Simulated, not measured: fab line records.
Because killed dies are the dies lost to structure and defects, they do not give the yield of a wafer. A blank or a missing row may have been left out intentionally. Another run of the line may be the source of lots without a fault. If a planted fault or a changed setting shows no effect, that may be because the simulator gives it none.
Comparing a struck lot with a sound one    flow sky130    44 steps out of a route of 708
Sound: these wafers, L270.1, L270.2, L270.5. Struck: wafer L273.2; the same lot's L273.4 was not struck, so it is left out; see the end for the cause.
For every step that has rows: the tool of each side, followed by ch and its chambers, followed by its first start. Under that, the readings that differ: sound wafers    struck wafers    difference of the means    sigmas: that difference in standard deviations of wafers without a fault.
alike: a reading whose means differ by less than 2 such deviations, as well as words and numbers matching on both sides. not compared: withheld readings; readings where some wafer has no value; bounds like >300 that might hide an equal value; numbers whose values overlap and for which the record gives no deviation.
The two part at a step that has a row with sigmas, a row that says differs or no value, or rows on one side only. Numbers that have no deviation but don't overlap get no sigmas and don't part them. A reading missing from all wafers of one side parts the sides only when that side holds two or more wafers.

SKY_VIA3_CD_MEAS_12: target cd 200 nm.
  sound on cd sem-02, day 40 16:11; struck on cd sem-02, day 41 12:58
  alike: cd nm
SKY_VIA3_OVL_MEAS_13:
  sound on overlay-01, day 40 16:19; struck on overlay-02, day 41 13:04
reading        sound    struck  difference  sigmas
VIA3_OVL (nm)  8 13 11  -2      -13         -2
SKY_VIA3_ETCH_14: etches BARC in N2/H2, stops on SiO2, time 45.9 s, target depth 60 nm.
  sound on rie diel-02 ch 0,1,2, day 40 16:21; struck on rie diel-02 ch 3, day 41 13:05
reading                 sound                 struck  difference  sigmas
throttle valve pct (%)  13.205 13.235 13.230  13.246  +0.023      +3
  alike: drypump motor current A, oes product au
  not compared: rf hours counter h
then, 7 steps without rows for these wafers: SKY_VIA3_ETCH_15 (etches SiO2 in C4F8/O2/Ar, stops on TiN, target depth 507 nm, time 78 s); SKY_VIA3_STRIP_16 (strips in O2/N2); SKY_VIA3_STRIP_17 (strips in post etch residue remover, time 1200 s); SKY_VIA3_CLEAN_18 (cleans in IPA, time 180 s); SKY_VIA3_CLEAN_19 (cleans in O3/DIW); SKY_VIA3_SPUTTER_20 (material TiN, target thk 20 nm, time 80 s); SKY_VIA3_CVD_21 (deposits W, target thk 390 nm, time 117.31 s).
SKY_VIA3_RS_MEAS_22: a four-point-probe measurement.
  sound on film metro-04, day 40 17:14; struck on film metro-03, day 41 13:59
  alike: VIA3_W_RS
SKY_VIA3_THK_MEAS_23: measures by xrf.
  sound on film metro-04, day 40 17:21; struck on film metro-03, day 41 14:06
  alike: VIA3_W_THK
SKY_VIA3_CMP_24: polishes, stops on SiO2, t overpolish 20 s, target thk 0 nm.
  sound on cmp-02 ch 0,2, day 40 17:25; struck on cmp-01 ch 1, day 41 14:15
reading                                   sound                 struck  difference  sigmas
overpolish run s (s)                      20.007 19.996 19.982  20.013  +0.018      +2
time to endpoint s (s)                    88 90 87              56      -32         -9
model.SiO2_of_VIA3_HDPCVD_00.thk nm (nm)  460.7 462.1 462       456.5   -5.1        
  alike: head pressure psi, motor current A
then, 2 steps without rows for these wafers: SKY_METAL4_SPUTTER_00 (material Ti, target thk 15 nm, time 10 s); SKY_METAL4_SPUTTER_01 (material TiN, target thk 20 nm, time 16.7 s).
SKY_METAL4_SPUTTER_02: material AlCu, target thk 735 nm, time 39.1 s.
  sound on pvd sputter-04, day 40 17:45; struck on pvd sputter-01, day 41 14:30
  alike: throttle valve pct
then, 1 step without rows for these wafers: SKY_METAL4_SPUTTER_03 (material Ti, target thk 5 nm, time 3.3 s).
SKY_METAL4_SPUTTER_04: material TiN, target thk 70 nm, time 58.3 s.
  sound on pvd sputter-04, day 40 17:49; struck on pvd sputter-01, day 41 14:34
  alike: throttle valve pct
SKY_CAP2M_CVD_00: deposits SiO2, target thk 15.5 nm.
  sound on pecvd-04 ch 0,2, day 40 17:52; struck on pecvd-02 ch 2, day 41 14:36
  alike: heater power w, susceptor temp C
SKY_CAP2M_THK_MEAS_01:
  sound on film metro-04, day 40 17:53; struck on film metro-04, day 41 14:38
  alike: CAP2M_CVD_00_THK
SKY_CAP2M_SPUTTER_02: material TiN, target thk 200 nm, time 166.7 s.
  sound on pvd sputter-01, day 40 17:56; struck on pvd sputter-02, day 41 14:41
  alike: substrate temp c, susceptor temp C, throttle valve pct
SKY_CAP2M_RS_MEAS_03: a four-point-probe measurement.
  sound on film metro-01, day 40 18:03; struck on film metro-03, day 41 14:49
  alike: CAP2M_TIN_RS
SKY_CAP2M_THK_MEAS_04: measures by xrf.
  sound on film metro-01, day 40 18:10; struck on film metro-03, day 41 14:56
  alike: CAP2M_TIN_THK
then, 7 steps without rows for these wafers: SKY_CAP2M_DEHYDRATE_05 (time 60 s); SKY_CAP2M_HMDS_06 (prime time 60 s); SKY_CAP2M_COAT_07 (resist thk 1140 nm); SKY_CAP2M_SOFTBAKE_08 (time 60 s); SKY_CAP2M_EXPOSE_09 (exposes mask CAP2M, target cd 1000 nm); SKY_CAP2M_PEB_10; SKY_CAP2M_DEVELOP_11 (develop time 60 s).
SKY_CAP2M_OVL_MEAS_12:
  sound on overlay-01, day 41 17:47; struck on overlay-02, day 42 14:26
reading         sound           struck  difference  sigmas
CAP2M_OVL (nm)  -2.6 -2.7 -2.8  1.6     +4.3        +3
then, 11 steps without rows for these wafers: SKY_CAP2M_METAL_ETCH_13 (etches TiN in Cl2/BCl3, stops on SiO2, target depth 220 nm, time 62.9 s); SKY_CAP2M_STRIP_14 (strips in O2/N2); SKY_CAP2M_STRIP_15 (strips in post etch residue remover, time 1200 s); SKY_CAP2M_CLEAN_16 (cleans in IPA, time 180 s); SKY_CAP2M_CLEAN_17 (cleans in O3/DIW); SKY_METAL4_DEHYDRATE_05 (time 60 s); SKY_METAL4_HMDS_06 (prime time 60 s); SKY_METAL4_COAT_07 (resist thk 60 nm); SKY_METAL4_COAT_08 (resist thk 1140 nm); SKY_METAL4_SOFTBAKE_09 (time 90 s); SKY_METAL4_EXPOSE_10 (exposes mask MM4, target cd 300 nm).
SKY_METAL4_METAL_ETCH_18: etches the open film in Cl2/BCl3, stops on SiO2, target depth 845 nm, time 183.1 s.
  sound on rie metal-04 ch 0, day 42 17:53; struck on rie metal-01 ch 1, day 43 14:44
reading                                   sound              struck  difference  sigmas
model.SiO2_of_VIA3_HDPCVD_00.thk nm (nm)  435.1 436.2 436.1  432.3   -3.5        
  alike: drypump motor current A, he backside leak sccm, oes product au, throttle valve pct
  not compared: rf hours counter h
-- the record jumps here: 4 days lie between the struck wafers' starts before and after (it left off in module METAL4 and takes up again in module PAD_OPEN, whose first step shown is number 708 of the route) --
SKY_PAD_OPEN_PROBE_99:
  sound on prober-02, day 46 16:29; struck on prober-02, day 47 12:02
reading                sound        struck  difference  sigmas
sort_bin_6_memory (%)  6.3 5.5 6.1  9.1     +3.1        +3
  alike: defect limited yield, killed_at_M0_to_M3, killed_at_M4_up, killed at contacts, killed at front end, killed dies, killed open, killed short, sort_bin_3_pad_short, sort_bin_5_function, sort n pass, sort yield pct

WHERE THEY PART
First at SKY_VIA3_OVL_MEAS_13; last, within this record, at SKY_PAD_OPEN_PROBE_99.

WHY: what had been put in by the simulator
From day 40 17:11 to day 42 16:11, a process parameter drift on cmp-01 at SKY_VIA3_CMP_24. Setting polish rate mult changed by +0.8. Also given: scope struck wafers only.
